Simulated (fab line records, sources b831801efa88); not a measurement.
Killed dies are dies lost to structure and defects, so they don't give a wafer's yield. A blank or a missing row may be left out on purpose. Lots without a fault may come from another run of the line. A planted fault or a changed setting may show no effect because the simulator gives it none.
One fault seen from 2 desks | flow sky130 | each desk has only its own numbers; what lay behind them comes last

THE TOOL OWNER'S DESK: plasma_asher-03
The tool's own readings at SKY_CAPM_STRIP_14 (strips in O2/N2): means of the sampled wafers that have a number, for each lot that ran on this tool. A lot is out of limits, marked OUT, if its mean lies more than 4 standard deviations from the usual mean; the brackets give that distance.
Columns: A = drypump_motor_current_A at SKY_CAPM_STRIP_14, usual 5.5 A; B = n2_flow_sccm at SKY_CAPM_STRIP_14, usual 300.1 sccm; C = oes_product_au at SKY_CAPM_STRIP_14, usual 0.710 a.u.; D = strip_time_to_endpoint_s at SKY_CAPM_STRIP_14, usual 12.66 s
lot  | first seen here | A   | B               | C     | D
L509 | day 39 09:29    | 5.6 | 299.3           | 0.708 | 12.68
L510 | day 39 10:29    | 5.3 | 299.6           | 0.703 | 12.68
L513 | day 40 11:01    | 5.4 | 259.8 (-44) OUT | 0.709 | 12.68
L514 | day 40 19:35    | 5.3 | 280.4 (-22) OUT | 0.711 | 12.68
L524 | day 43 08:50    | 5.3 | 300.9           | 0.714 | 12.67
L526 | day 43 19:04    | 5.4 | 300.2           | 0.708 | 12.67
This desk's finding: out of limits on L513, L514; first on L513, day 40 11:01 (n2_flow_sccm at SKY_CAPM_STRIP_14). In limits: L509, L510, L524, L526.

THE METROLOGY DESK
What the gauges read, lot by lot, whatever tool the lot ran on: means of the sampled wafers that have a number. A lot is out of limits, marked OUT, if its mean lies more than 4 standard deviations from the usual mean; the brackets give that distance.
Columns: A = CAPM_OVL at SKY_CAPM_OVL_MEAS_12, usual 0.0 nm
lot  | first seen here | A
L505 | day 38 07:10    | -0.2
L507 | day 38 15:14    | 0.7
L509 | day 39 09:22    | -0.9
L510 | day 39 10:22    | 1.3
L511 | day 39 22:40    | 0.3
L513 | day 40 10:55    | -1.1
L514 | day 40 19:28    | 0.2
L516 | day 41 10:04    | -0.3
L520 | day 42 13:25    | 1.2
L523 | day 43 01:10    | 1.9
L524 | day 43 08:43    | -1.6
L526 | day 43 18:56    | 1.0
This desk's finding: nothing out of limits on any of the 12 lots.

PUT TOGETHER
The tool owner's desk could have raised an alarm at day 40 11:01, on L513, L514.
The metrology desk saw nothing out of limits.
The metrology desk has L513, L514 on record, within its limits.
Of the lots named, all ran SKY_CAPM_STRIP_14 on plasma_asher-03.

WHAT THE SIMULATOR HAD PUT IN
Process parameter drift: plasma_asher-03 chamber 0, from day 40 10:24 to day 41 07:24, at SKY_CAPM_STRIP_14. Setting n2_flow_sccm, moved by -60, from 300. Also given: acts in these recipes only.
Lots struck among those shown: L513, L514.
Hours from the fault's start to each desk's first reading out of limits: the tool owner's desk, 1.
